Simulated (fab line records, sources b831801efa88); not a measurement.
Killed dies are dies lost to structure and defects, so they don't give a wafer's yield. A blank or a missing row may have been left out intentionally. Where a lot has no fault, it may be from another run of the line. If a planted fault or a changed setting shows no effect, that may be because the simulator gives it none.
A lot that was struck, set against a sound lot ; flow sfqLine ; 20 steps out of a route of 325
Sound: wafers L939.3, L939.5, L939.6. The struck wafers were L948.3, L948.4, L948.6. At the end, the cause is stated.
Order at every step that has rows: each side's tool, ch and its chambers, its first start. Under that, the readings that differ: sound wafers ; struck wafers ; difference of the means ; sigmas: that difference in standard deviations of wafers without a fault.
alike: readings whose means differ by less than 2 such deviations, and words and numbers that are the same on both sides. not compared: withheld readings, readings that some wafer has no value for, bounds like >300 that may hide the same value, and numbers for which the record gives no deviation and whose values overlap.
Wherever a step has rows on one side only, a row that says differs or no value, or a row with sigmas, the two part there. Non-overlapping numbers with no deviation appear without sigmas and do not part them. A reading missing from all wafers of one side parts the sides only when that side holds two or more wafers.

first, 3 steps without rows for these wafers: SFQ_TRILAYER_I6_VIA_LITHO_EXPOSE_170 (exposes mask I6, target cd 700 nm); SFQ_TRILAYER_I6_VIA_LITHO_PEB_172 (peb time 60 s); SFQ_TRILAYER_I6_VIA_LITHO_DEVELOP_171 (time 60 s).
SFQ_I6_OVL_MEAS_942:
  sound on overlay-02, day 76 18:14; struck on overlay-02, day 82 02:50
  alike: I6_OVL
SFQ_TRILAYER_I6_VIA_BARC_OPEN_VIA_ETCH_235: etches BARC in O2, target depth 125 nm, time 41.7 s.
  sound on rieDiel-02 ch 1,2, day 76 18:15; struck on rieDiel-04 ch 0,2,3, day 82 02:51
  alike: biasW, drypumpMotorCurrentA, oesProductAu
  not compared: rfHoursCounterH
SFQ_TRILAYER_I6_VIA_ETCH_VIA_ETCH_172: etches SiO2 in CHF3, stops on Nb, target depth 260 nm.
  sound on rieDiel-02 ch 1,2, day 76 18:17; struck on rieDiel-04 ch 0,2,3, day 82 02:53
  alike: biasW, drypumpMotorCurrentA, oesProductAu
SFQ_TRILAYER_I6_VIA_STRIP_STRIP_173: strips in O2.
  sound on rieMetal-02 ch 0,1, day 76 18:37; struck on rieMetal-02 ch 0,1, day 82 03:13
  alike: drypumpMotorCurrentA, heBacksideLeakSccm, oesProductAu
  not compared: rfHoursCounterH
then, 2 steps without rows for these wafers: SFQ_TRILAYER_I6_VIA_STRIP_SOLV_CLEAN_174 (cleans in NMP, time 600 s); SFQ_TRILAYER_M7_DEP_PRE_CLEAN_176 (time 22.5 s).
SFQ_TRILAYER_M7_DEP_SPUTTER_175: material Nb, target thk 200 nm, time 133.3 s.
  sound on pvdSputter-03, day 76 19:13; struck on pvdSputter-03, day 82 03:49
  alike: substrateTempC, throttleValvePct
SFQ_M7_RS_MEAS_943: uses a four-point probe to measure.
  sound on filmMetro-04, day 76 19:20; struck on filmMetro-01, day 82 03:56
reading;sound;struck;difference;sigmas
M7_NB_RS (ohm/sq);0.894 0.889 0.886;0.871 0.872 0.877;-0.016;-2
SFQ_TRILAYER_M7_LITHO_COAT_182: resist thk 62 nm.
  sound on lithoTrack-03 ch 0, day 76 19:35; struck on lithoTrack-03 ch 0, day 82 04:11
reading;sound;struck;difference;sigmas
spinSpeedRpm (rpm);3005.0 2998.4 3000.4;3195.5 3192.8 3194.3;+192.9;+96
model.BARC_of_TRILAYER_M7_LITHO_COAT_182.thkNm (nm);61.93 61.94 61.76;60.25 60.04 60.42;-1.64;
then, 5 steps without rows for these wafers: SFQ_TRILAYER_M7_LITHO_COAT_177 (resist thk 600 nm); SFQ_TRILAYER_M7_LITHO_SOFTBAKE_181; SFQ_TRILAYER_M7_LITHO_EXPOSE_178 (exposes mask M7, target cd 500 nm); SFQ_TRILAYER_M7_LITHO_PEB_180 (peb time 60 s); SFQ_TRILAYER_M7_LITHO_DEVELOP_179 (time 60 s).
-- the record jumps here: 4 days lie between the struck wafers' starts before and after --
SFQ_M7_OVL_MEAS_945:
  sound on overlay-02, day 76 21:50; struck on overlay-01, day 85 22:50
  alike: M7_OVL
SFQ_TRILAYER_M7_BARC_OPEN_METAL_ETCH_229: etches BARC in O2, target depth 125 nm, time 41.7 s.
  sound on rieMetal-04 ch 0,1, day 76 21:52; struck on rieMetal-03 ch 0,1, day 85 22:53
reading;sound;struck;difference;sigmas
heBacksideLeakSccm (sccm);3.35 3.23 3.25;3.89 3.91 3.92;+0.63;+2
model.etch.depthNm (nm);61.93 61.94 61.76;60.25 60.04 60.42;-1.64;
  alike: biasW, drypumpMotorCurrentA, oesProductAu
  not compared: rfHoursCounterH
SFQ_TRILAYER_M7_ETCH_METAL_ETCH_180: etches Nb in Cl2/Ar, stops on SiO2, target depth 240 nm, time 120 s.
  sound on rieMetal-04 ch 0,1, day 76 21:57; struck on rieMetal-03 ch 0,1, day 85 22:58
reading;sound;struck;difference;sigmas
heBacksideLeakSccm (sccm);3.18 3.14 3.31;3.68 3.90 3.76;+0.57;+2
  alike: biasW, drypumpMotorCurrentA, oesProductAu
  not compared: rfHoursCounterH

## WHERE THEY PART
First at SFQ_M7_RS_MEAS_943; last, within this record, at SFQ_TRILAYER_M7_ETCH_METAL_ETCH_180.

WHY: what had been put in by the simulator
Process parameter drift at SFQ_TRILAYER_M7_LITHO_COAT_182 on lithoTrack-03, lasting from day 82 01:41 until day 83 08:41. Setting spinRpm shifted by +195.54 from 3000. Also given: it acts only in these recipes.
